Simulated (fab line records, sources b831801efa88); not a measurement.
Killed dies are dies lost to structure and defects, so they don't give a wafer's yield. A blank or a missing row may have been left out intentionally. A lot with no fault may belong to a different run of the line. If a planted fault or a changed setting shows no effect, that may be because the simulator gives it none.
Matching of chambers | flow gf180mcu | cmp-02 running GF_STI_CMP_25: 4 sister chambers
The step polishes, stops on Si3N4, t overpolish 33 s, target thk 524.6 nm. 8 wafers are shown with their chamber, then 7 later ones without.

EACH WAFER AND ITS CHAMBER
wafer  | chamber | motorCurrentA (A) | overpolishRunS (s)
L952.5 | 0       | 14.2              | 33.002
L961.4 | 2       | 14.7              | 32.999
L961.5 | 1       | 9.9               | 33.007
L964.2 | 3       | 11.8              | 32.995
L964.3 | 2       | 14.2              | 33.003
L964.6 | 3       | 12.3              | 32.998
L966.2 | 1       | 10.4              | 32.994
L966.3 | 0       | 14.1              | 32.985

WAFERS WITH NO CHAMBER GIVEN
wafer  | motorCurrentA (A) | overpolishRunS (s)
L966.4 | 12.0              | 32.999
L967.4 | 14.9              | 33.015
L967.5 | 14.8              | 32.991
L967.6 | 9.6               | 33.005
L970.1 | 13.8              | 33.000
L970.5 | 12.2              | 33.015
L970.6 | 14.0              | 32.987

THE CHAMBER EACH PASSED THROUGH
wafer  | from the rows above     | in truth
L966.4 | 3                       | 3
L967.4 | can't be placed: 2 or 0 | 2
L967.5 | can't be placed: 2 or 0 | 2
L967.6 | 1                       | 1
L970.1 | can't be placed: 0 or 2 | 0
L970.5 | 3                       | 3
L970.6 | can't be placed: 0 or 2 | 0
Placed correctly: 3 of 7. From these rows, 4 cannot be placed; in 4 the true chamber is one of the candidates. 0 placed wrongly.
How it was worked out, from the rows above alone: a wafer's distance from a chamber is the root of the sum, over the readings, of the square of ((its reading less the chamber's mean) divided by the reading's scatter). If the next closest chamber is less than 2 further off than the closest, the wafer can't be placed; otherwise it belongs to the closest. A chamber's mean is the mean of its shown wafers. The scatter: the root of (the sum of the squares of (reading less its chamber's mean) over the shown wafers, divided by (wafers less chambers)).
